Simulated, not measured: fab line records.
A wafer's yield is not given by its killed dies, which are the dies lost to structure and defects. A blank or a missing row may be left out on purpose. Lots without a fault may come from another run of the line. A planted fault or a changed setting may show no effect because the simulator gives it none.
fab line records || flow gf180mcu
record {"lots": 5, "wafers": 15, "last-day": 33}
route steps=602 shown V1@342
lots untouched by any fault: they come from a run of this same line in which no faults occurred
start-h: start of the lot's first displayed wafer, in hours after the record's first day || wait-h: hours since the lot's step before || " identical to the entry in the row above || L1.1+2: a row that stands for several wafers || - no value, or no start was given || * or withheld: withheld || < > ~ a bound
route shown NAME@n: a module of which the file shows steps, and the number in the route of the first || usual: mean/standard deviation of fault-free wafers || same: alike in all rows || chamber/n: place in a boat || sites: readings site by site || _std_site: the standard deviation of these || _edge_site: mean of outer sites minus mean of inner sites || radius-mm: how far each site lies from the wafer's centre || mask NAME#n: copy n || behind: the most recent tool/chamber to have shaped the wafer || hold: what put the lot on hold/how long, in hours/how the hold closed || device: the n, p or np transistor that did not switch || end of line: the route-end tests of the same wafers || for a step that has no rows: nothing shown but its recipe || killed: at the first sort, the dies lost to defects and structure; wafer yield is something else || map: per-die view of a wafer (x killed, . not killed, _ where there is no die)
set.NAME: the setting the step ran with; set.NAME@STEP: the setting that earlier step ran with || model.NAME: the simulator's own value behind a step, which no gauge read
lots at some steps of the route; a table a step, a row a wafer
services: from which hour (start-h, from the record's first day; less than 0 if before it) a tool's chamber was out of use, for how many hours, and why
## steps
# step GF_V1_HMDS_07
# recipe {"prime-time-s": 60, "prime-temp-c": 120}
# usual {"chill-plate-temp-C": "22.97/0.099", "exhaust-pa": "45.0/0.93"}
{"lot.wafer": "L080.1", "tool": "litho-track-04", "chamber": 0, "start-h": 440.81, "wait-h": 0.1, "chill-plate-temp-C": 23.02, "exhaust-pa": 44.5}
{"lot.wafer": "L080.2", "tool": "litho-track-04", "chamber": 0, "start-h": 440.81, "wait-h": 0.1, "chill-plate-temp-C": 22.92, "exhaust-pa": 45.2}
{"lot.wafer": "L080.3", "tool": "litho-track-04", "chamber": 0, "start-h": 440.81, "wait-h": 0.1, "chill-plate-temp-C": 22.97, "exhaust-pa": 46.5}
{"lot.wafer": "L087.1", "tool": "litho-track-02", "chamber": 0, "start-h": 515.50, "wait-h": 0.1, "chill-plate-temp-C": 23.00, "exhaust-pa": 43.4}
{"lot.wafer": "L087.3", "tool": "litho-track-02", "chamber": 0, "start-h": 515.50, "wait-h": 0.1, "chill-plate-temp-C": 23.05, "exhaust-pa": 42.7}
{"lot.wafer": "L087.5", "tool": "litho-track-02", "chamber": 0, "start-h": 515.50, "wait-h": 0.1, "chill-plate-temp-C": 23.00, "exhaust-pa": 43.4}
{"lot.wafer": "L090.1", "tool": "litho-track-04", "chamber": 0, "start-h": 537.06, "wait-h": 0.1, "chill-plate-temp-C": 22.73, "exhaust-pa": 44.1}
{"lot.wafer": "L090.4", "tool": "litho-track-04", "chamber": 0, "start-h": 537.06, "wait-h": 0.1, "chill-plate-temp-C": 22.66, "exhaust-pa": 43.3}
{"lot.wafer": "L090.6", "tool": "litho-track-04", "chamber": 0, "start-h": 537.06, "wait-h": 0.1, "chill-plate-temp-C": 22.92, "exhaust-pa": 43.6}
{"lot.wafer": "L093.2", "tool": "litho-track-02", "chamber": 0, "start-h": 555.22, "wait-h": 0.1, "chill-plate-temp-C": 22.90, "exhaust-pa": 45.5}
{"lot.wafer": "L093.3", "tool": "litho-track-02", "chamber": 0, "start-h": 555.22, "wait-h": 0.1, "chill-plate-temp-C": 23.00, "exhaust-pa": 45.8}
{"lot.wafer": "L093.4", "tool": "litho-track-02", "chamber": 0, "start-h": 555.22, "wait-h": 0.1, "chill-plate-temp-C": 23.09, "exhaust-pa": 44.9}
{"lot.wafer": "L094.1", "tool": "litho-track-02", "chamber": 0, "start-h": 562.65, "wait-h": 0.1, "chill-plate-temp-C": 22.91, "exhaust-pa": 44.8}
{"lot.wafer": "L094.2", "tool": "litho-track-02", "chamber": 0, "start-h": 562.65, "wait-h": 0.1, "chill-plate-temp-C": 22.95, "exhaust-pa": 45.7}
{"lot.wafer": "L094.5", "tool": "litho-track-02", "chamber": 0, "start-h": 562.65, "wait-h": 0.1, "chill-plate-temp-C": 22.99, "exhaust-pa": 46.5}
# step GF_V1_COAT_08
# recipe {"resist": "BARC", "temp-c": "withheld", "time-s": "withheld", "spin-rpm": "withheld", "resist-thk-nm": "withheld"}
# usual {"chill-plate-temp-C": "*", "dispense-pressure-kPa": "46/4.5", "exhaust-pa": "44.9/0.92"}
{"lot.wafer": "L080.1", "tool": "litho-track-04", "chamber": 0, "start-h": 440.96, "wait-h": 0.1, "chill-plate-temp-C": "*", "dispense-pressure-kPa": 55, "exhaust-pa": 46.1}
{"lot.wafer": "L080.2", "tool": "litho-track-04", "chamber": 0, "start-h": 440.96, "wait-h": 0.1, "chill-plate-temp-C": "*", "dispense-pressure-kPa": 55, "exhaust-pa": 44.0}
{"lot.wafer": "L080.3", "tool": "litho-track-04", "chamber": 0, "start-h": 440.96, "wait-h": 0.1, "chill-plate-temp-C": "*", "dispense-pressure-kPa": 55, "exhaust-pa": 44.9}
{"lot.wafer": "L087.1", "tool": "litho-track-02", "chamber": 0, "start-h": 515.65, "wait-h": 0.1, "chill-plate-temp-C": "*", "dispense-pressure-kPa": 42, "exhaust-pa": 44.6}
{"lot.wafer": "L087.3", "tool": "litho-track-02", "chamber": 0, "start-h": 515.65, "wait-h": 0.1, "chill-plate-temp-C": "*", "dispense-pressure-kPa": 42, "exhaust-pa": 44.8}
{"lot.wafer": "L087.5", "tool": "litho-track-02", "chamber": 0, "start-h": 515.65, "wait-h": 0.1, "chill-plate-temp-C": "*", "dispense-pressure-kPa": 42, "exhaust-pa": 44.9}
{"lot.wafer": "L090.1", "tool": "litho-track-04", "chamber": 0, "start-h": 537.21, "wait-h": 0.1, "chill-plate-temp-C": "*", "dispense-pressure-kPa": 55, "exhaust-pa": 46.4}
{"lot.wafer": "L090.4", "tool": "litho-track-04", "chamber": 0, "start-h": 537.21, "wait-h": 0.1, "chill-plate-temp-C": "*", "dispense-pressure-kPa": 55, "exhaust-pa": 46.1}
{"lot.wafer": "L090.6", "tool": "litho-track-04", "chamber": 0, "start-h": 537.21, "wait-h": 0.1, "chill-plate-temp-C": "*", "dispense-pressure-kPa": 55, "exhaust-pa": 45.4}
{"lot.wafer": "L093.2", "tool": "litho-track-02", "chamber": 0, "start-h": 555.37, "wait-h": 0.1, "chill-plate-temp-C": "*", "dispense-pressure-kPa": 42, "exhaust-pa": 44.9}
{"lot.wafer": "L093.3", "tool": "litho-track-02", "chamber": 0, "start-h": 555.37, "wait-h": 0.1, "chill-plate-temp-C": "*", "dispense-pressure-kPa": 42, "exhaust-pa": 46.2}
{"lot.wafer": "L093.4", "tool": "litho-track-02", "chamber": 0, "start-h": 555.37, "wait-h": 0.1, "chill-plate-temp-C": "*", "dispense-pressure-kPa": 42, "exhaust-pa": 45.2}
{"lot.wafer": "L094.1", "tool": "litho-track-02", "chamber": 0, "start-h": 562.80, "wait-h": 0.1, "chill-plate-temp-C": "*", "dispense-pressure-kPa": 42, "exhaust-pa": 45.8}
{"lot.wafer": "L094.2", "tool": "litho-track-02", "chamber": 0, "start-h": 562.80, "wait-h": 0.1, "chill-plate-temp-C": "*", "dispense-pressure-kPa": 42, "exhaust-pa": 44.6}
{"lot.wafer": "L094.5", "tool": "litho-track-02", "chamber": 0, "start-h": 562.80, "wait-h": 0.1, "chill-plate-temp-C": "*", "dispense-pressure-kPa": 42, "exhaust-pa": 45.1}
# step GF_V1_COAT_09
# recipe {"resist": "KrF", "spin-rpm": "withheld", "resist-thk-nm": 1000}
# usual {"chill-plate-temp-C": "23.01/0.11", "dispense-pressure-kPa": "46/4.5", "exhaust-pa": "45.0/0.8"}
{"lot.wafer": "L080.1", "tool": "litho-track-04", "chamber": 0, "start-h": "-", "wait-h": "-", "chill-plate-temp-C": 22.89, "dispense-pressure-kPa": 55, "exhaust-pa": 44.6}
{"lot.wafer": "L080.2", "tool": "litho-track-04", "chamber": 0, "start-h": "-", "wait-h": "-", "chill-plate-temp-C": 23.10, "dispense-pressure-kPa": 55, "exhaust-pa": 44.1}
{"lot.wafer": "L080.3", "tool": "litho-track-04", "chamber": 0, "start-h": "-", "wait-h": "-", "chill-plate-temp-C": 22.96, "dispense-pressure-kPa": 55, "exhaust-pa": 42.9}
{"lot.wafer": "L087.1", "tool": "litho-track-02", "chamber": 0, "start-h": "-", "wait-h": "-", "chill-plate-temp-C": 22.94, "dispense-pressure-kPa": 42, "exhaust-pa": 45.1}
{"lot.wafer": "L087.3", "tool": "litho-track-02", "chamber": 0, "start-h": "-", "wait-h": "-", "chill-plate-temp-C": 23.09, "dispense-pressure-kPa": 42, "exhaust-pa": 44.4}
{"lot.wafer": "L087.5", "tool": "litho-track-02", "chamber": 0, "start-h": "-", "wait-h": "-", "chill-plate-temp-C": 22.97, "dispense-pressure-kPa": 42, "exhaust-pa": 45.1}
{"lot.wafer": "L090.1", "tool": "litho-track-04", "chamber": 0, "start-h": "-", "wait-h": "-", "chill-plate-temp-C": 23.20, "dispense-pressure-kPa": 55, "exhaust-pa": 43.7}
{"lot.wafer": "L090.4", "tool": "litho-track-04", "chamber": 0, "start-h": "-", "wait-h": "-", "chill-plate-temp-C": 23.19, "dispense-pressure-kPa": 55, "exhaust-pa": 44.0}
{"lot.wafer": "L090.6", "tool": "litho-track-04", "chamber": 0, "start-h": "-", "wait-h": "-", "chill-plate-temp-C": 23.10, "dispense-pressure-kPa": 55, "exhaust-pa": 43.9}
{"lot.wafer": "L093.2", "tool": "litho-track-02", "chamber": 0, "start-h": "-", "wait-h": "-", "chill-plate-temp-C": 23.15, "dispense-pressure-kPa": 42, "exhaust-pa": 45.3}
{"lot.wafer": "L093.3", "tool": "litho-track-02", "chamber": 0, "start-h": "-", "wait-h": "-", "chill-plate-temp-C": 23.07, "dispense-pressure-kPa": 42, "exhaust-pa": 45.1}
{"lot.wafer": "L093.4", "tool": "litho-track-02", "chamber": 0, "start-h": "-", "wait-h": "-", "chill-plate-temp-C": 23.10, "dispense-pressure-kPa": 42, "exhaust-pa": 46.5}
{"lot.wafer": "L094.1", "tool": "litho-track-02", "chamber": 0, "start-h": "-", "wait-h": "-", "chill-plate-temp-C": 23.11, "dispense-pressure-kPa": 42, "exhaust-pa": 46.9}
{"lot.wafer": "L094.2", "tool": "litho-track-02", "chamber": 0, "start-h": "-", "wait-h": "-", "chill-plate-temp-C": 22.96, "dispense-pressure-kPa": 42, "exhaust-pa": 45.1}
{"lot.wafer": "L094.5", "tool": "litho-track-02", "chamber": 0, "start-h": "-", "wait-h": "-", "chill-plate-temp-C": 23.11, "dispense-pressure-kPa": 42, "exhaust-pa": 45.3}
# step GF_V1_SOFTBAKE_10
# recipe {"temp-c": 130, "time-s": 60, "resist": "KrF"}
# usual {"chill-plate-temp-C": "23.01/0.1", "exhaust-pa": "44.8/0.82"}
{"lot.wafer": "L080.1", "tool": "litho-track-04", "chamber": 0, "start-h": "-", "wait-h": "-", "chill-plate-temp-C": 23.07, "exhaust-pa": 44.4}
{"lot.wafer": "L080.2", "tool": "litho-track-04", "chamber": 0, "start-h": "-", "wait-h": "-", "chill-plate-temp-C": 22.95, "exhaust-pa": 45.9}
{"lot.wafer": "L080.3", "tool": "litho-track-04", "chamber": 0, "start-h": "-", "wait-h": "-", "chill-plate-temp-C": 23.08, "exhaust-pa": 46.0}
{"lot.wafer": "L087.1", "tool": "litho-track-02", "chamber": 0, "start-h": "-", "wait-h": "-", "chill-plate-temp-C": 22.70, "exhaust-pa": 45.7}
{"lot.wafer": "L087.3", "tool": "litho-track-02", "chamber": 0, "start-h": "-", "wait-h": "-", "chill-plate-temp-C": 22.87, "exhaust-pa": 44.0}
{"lot.wafer": "L087.5", "tool": "litho-track-02", "chamber": 0, "start-h": "-", "wait-h": "-", "chill-plate-temp-C": 22.90, "exhaust-pa": 44.4}
{"lot.wafer": "L090.1", "tool": "litho-track-04", "chamber": 0, "start-h": "-", "wait-h": "-", "chill-plate-temp-C": 22.90, "exhaust-pa": 44.3}
{"lot.wafer": "L090.4", "tool": "litho-track-04", "chamber": 0, "start-h": "-", "wait-h": "-", "chill-plate-temp-C": 22.99, "exhaust-pa": 43.7}
{"lot.wafer": "L090.6", "tool": "litho-track-04", "chamber": 0, "start-h": "-", "wait-h": "-", "chill-plate-temp-C": 22.87, "exhaust-pa": 43.9}
{"lot.wafer": "L093.2", "tool": "litho-track-02", "chamber": 0, "start-h": "-", "wait-h": "-", "chill-plate-temp-C": 23.01, "exhaust-pa": 44.1}
{"lot.wafer": "L093.3", "tool": "litho-track-02", "chamber": 0, "start-h": "-", "wait-h": "-", "chill-plate-temp-C": 23.06, "exhaust-pa": 45.2}
{"lot.wafer": "L093.4", "tool": "litho-track-02", "chamber": 0, "start-h": "-", "wait-h": "-", "chill-plate-temp-C": 22.98, "exhaust-pa": 44.3}
{"lot.wafer": "L094.1", "tool": "litho-track-02", "chamber": 0, "start-h": "-", "wait-h": "-", "chill-plate-temp-C": 23.13, "exhaust-pa": 44.2}
{"lot.wafer": "L094.2", "tool": "litho-track-02", "chamber": 0, "start-h": "-", "wait-h": "-", "chill-plate-temp-C": 23.14, "exhaust-pa": 45.0}
{"lot.wafer": "L094.5", "tool": "litho-track-02", "chamber": 0, "start-h": "-", "wait-h": "-", "chill-plate-temp-C": 22.97, "exhaust-pa": 44.9}
# step GF_V1_EXPOSE_11
# recipe {"mask-id": "Via1", "target-cd-nm": 260, "na": 0.68, "source-shape": "conventional", "sigma-outer": 0.6, "dose-mj": 38}
{"lot.wafer": "L080.1+2+3", "tool": "krf-scanner-02", "chamber": 0, "start-h": "-", "wait-h": "-", "mask": "Via1#0"}
{"lot.wafer": "L087.1+3+5", "tool": "krf-scanner-02", "chamber": 0, "start-h": "-", "wait-h": "-", "mask": "Via1#0"}
{"lot.wafer": "L090.1+4+6", "tool": "krf-scanner-02", "chamber": 0, "start-h": "-", "wait-h": "-", "mask": "Via1#0"}
{"lot.wafer": "L093.2+3+4", "tool": "krf-scanner-01", "chamber": 0, "start-h": "-", "wait-h": "-", "mask": "Via1#0"}
{"lot.wafer": "L094.1+2+5", "tool": "krf-scanner-01", "chamber": 0, "start-h": "-", "wait-h": "-", "mask": "Via1#0"}
# step GF_V1_PEB_12
# recipe {"peb-temp-c": 135, "peb-time-s": 90, "resist": "KrF"}
# usual {"chill-plate-temp-C": "22.99/0.11", "exhaust-pa": "44.9/0.91"}
{"lot.wafer": "L080.1", "tool": "litho-track-01", "chamber": 0, "start-h": "-", "wait-h": "-", "chill-plate-temp-C": 22.97, "exhaust-pa": 46.4}
{"lot.wafer": "L080.2", "tool": "litho-track-01", "chamber": 0, "start-h": "-", "wait-h": "-", "chill-plate-temp-C": 23.14, "exhaust-pa": 45.1}
{"lot.wafer": "L080.3", "tool": "litho-track-01", "chamber": 0, "start-h": "-", "wait-h": "-", "chill-plate-temp-C": 23.00, "exhaust-pa": 45.9}
{"lot.wafer": "L087.1", "tool": "litho-track-04", "chamber": 0, "start-h": "-", "wait-h": "-", "chill-plate-temp-C": 23.12, "exhaust-pa": 44.6}
{"lot.wafer": "L087.3", "tool": "litho-track-04", "chamber": 0, "start-h": "-", "wait-h": "-", "chill-plate-temp-C": 22.96, "exhaust-pa": 43.7}
{"lot.wafer": "L087.5", "tool": "litho-track-04", "chamber": 0, "start-h": "-", "wait-h": "-", "chill-plate-temp-C": 23.01, "exhaust-pa": 43.3}
{"lot.wafer": "L090.1", "tool": "litho-track-04", "chamber": 0, "start-h": "-", "wait-h": "-", "chill-plate-temp-C": 23.00, "exhaust-pa": 46.4}
{"lot.wafer": "L090.4", "tool": "litho-track-04", "chamber": 0, "start-h": "-", "wait-h": "-", "chill-plate-temp-C": 22.95, "exhaust-pa": 44.9}
{"lot.wafer": "L090.6", "tool": "litho-track-04", "chamber": 0, "start-h": "-", "wait-h": "-", "chill-plate-temp-C": 22.78, "exhaust-pa": 44.1}
{"lot.wafer": "L093.2", "tool": "litho-track-04", "chamber": 0, "start-h": "-", "wait-h": "-", "chill-plate-temp-C": 22.99, "exhaust-pa": 43.8}
{"lot.wafer": "L093.3", "tool": "litho-track-04", "chamber": 0, "start-h": "-", "wait-h": "-", "chill-plate-temp-C": 22.78, "exhaust-pa": 44.1}
{"lot.wafer": "L093.4", "tool": "litho-track-04", "chamber": 0, "start-h": "-", "wait-h": "-", "chill-plate-temp-C": 22.85, "exhaust-pa": 44.1}
{"lot.wafer": "L094.1", "tool": "litho-track-02", "chamber": 0, "start-h": "-", "wait-h": "-", "chill-plate-temp-C": 22.85, "exhaust-pa": 45.4}
{"lot.wafer": "L094.2", "tool": "litho-track-02", "chamber": 0, "start-h": "-", "wait-h": "-", "chill-plate-temp-C": 22.95, "exhaust-pa": 45.7}
{"lot.wafer": "L094.5", "tool": "litho-track-02", "chamber": 0, "start-h": "-", "wait-h": "-", "chill-plate-temp-C": 23.00, "exhaust-pa": 44.6}
# step GF_V1_DEVELOP_13
# recipe {"develop-time-s": 60, "resist": "KrF", "dev-temp-c": 21}
# usual {"chill-plate-temp-C": "23.01/0.094", "exhaust-pa": "44.9/0.78"}
{"lot.wafer": "L080.1", "tool": "litho-track-01", "chamber": 0, "start-h": 453.68, "wait-h": 0.2, "chill-plate-temp-C": 22.93, "exhaust-pa": 45.3}
{"lot.wafer": "L080.2", "tool": "litho-track-01", "chamber": 0, "start-h": 453.68, "wait-h": 0.2, "chill-plate-temp-C": 23.00, "exhaust-pa": 44.7}
{"lot.wafer": "L080.3", "tool": "litho-track-01", "chamber": 0, "start-h": 453.68, "wait-h": 0.2, "chill-plate-temp-C": 22.95, "exhaust-pa": 44.7}
{"lot.wafer": "L087.1", "tool": "litho-track-04", "chamber": 0, "start-h": 527.46, "wait-h": 0.2, "chill-plate-temp-C": 22.93, "exhaust-pa": 44.8}
{"lot.wafer": "L087.3", "tool": "litho-track-04", "chamber": 0, "start-h": 527.46, "wait-h": 0.2, "chill-plate-temp-C": 23.05, "exhaust-pa": 44.4}
{"lot.wafer": "L087.5", "tool": "litho-track-04", "chamber": 0, "start-h": 527.46, "wait-h": 0.2, "chill-plate-temp-C": 23.20, "exhaust-pa": 45.4}
{"lot.wafer": "L090.1", "tool": "litho-track-04", "chamber": 0, "start-h": 549.01, "wait-h": 0.2, "chill-plate-temp-C": 22.86, "exhaust-pa": 43.2}
{"lot.wafer": "L090.4", "tool": "litho-track-04", "chamber": 0, "start-h": 549.01, "wait-h": 0.2, "chill-plate-temp-C": 22.97, "exhaust-pa": 43.4}
{"lot.wafer": "L090.6", "tool": "litho-track-04", "chamber": 0, "start-h": 549.01, "wait-h": 0.2, "chill-plate-temp-C": 23.07, "exhaust-pa": 44.7}
{"lot.wafer": "L093.2", "tool": "litho-track-04", "chamber": 0, "start-h": 566.73, "wait-h": 0.2, "chill-plate-temp-C": 22.96, "exhaust-pa": 43.9}
{"lot.wafer": "L093.3", "tool": "litho-track-04", "chamber": 0, "start-h": 566.73, "wait-h": 0.2, "chill-plate-temp-C": 22.85, "exhaust-pa": 44.9}
{"lot.wafer": "L093.4", "tool": "litho-track-04", "chamber": 0, "start-h": 566.73, "wait-h": 0.2, "chill-plate-temp-C": 23.02, "exhaust-pa": 45.6}
{"lot.wafer": "L094.1", "tool": "litho-track-02", "chamber": 0, "start-h": 573.70, "wait-h": 0.2, "chill-plate-temp-C": 23.03, "exhaust-pa": 44.4}
{"lot.wafer": "L094.2", "tool": "litho-track-02", "chamber": 0, "start-h": 573.70, "wait-h": 0.2, "chill-plate-temp-C": 22.89, "exhaust-pa": 45.4}
{"lot.wafer": "L094.5", "tool": "litho-track-02", "chamber": 0, "start-h": 573.70, "wait-h": 0.2, "chill-plate-temp-C": 22.99, "exhaust-pa": 46.9}
## services
{"tool": "krf-scanner-01", "chamber": "-", "start-h": 428.30, "hours": 3.6, "kind": "pm"}
{"tool": "krf-scanner-02", "chamber": "-", "start-h": 435.15, "hours": 0.6, "kind": "repair"}
{"tool": "krf-scanner-02", "chamber": "-", "start-h": 437.69, "hours": 0.8, "kind": "pm"}
{"tool": "krf-scanner-01", "chamber": 0, "start-h": 439.16, "hours": "-", "kind": "calibration"}
{"tool": "krf-scanner-01", "chamber": "-", "start-h": 449.32, "hours": 1.3, "kind": "pm"}
{"tool": "krf-scanner-01", "chamber": "-", "start-h": 469.28, "hours": 1.0, "kind": "pm"}
{"tool": "litho-track-04", "chamber": "-", "start-h": 471.87, "hours": "-", "kind": "consumable-replace:filter"}
{"tool": "krf-scanner-01", "chamber": "-", "start-h": 483.47, "hours": 0.8, "kind": "pm"}
{"tool": "krf-scanner-02", "chamber": "-", "start-h": 495.18, "hours": 0.2, "kind": "repair"}
{"tool": "krf-scanner-02", "chamber": "-", "start-h": 527.31, "hours": 1.3, "kind": "pm"}
{"tool": "krf-scanner-02", "chamber": "-", "start-h": 554.28, "hours": 1.0, "kind": "pm"}
{"tool": "krf-scanner-02", "chamber": "-", "start-h": 555.47, "hours": 0.6, "kind": "repair"}
## key
fault none
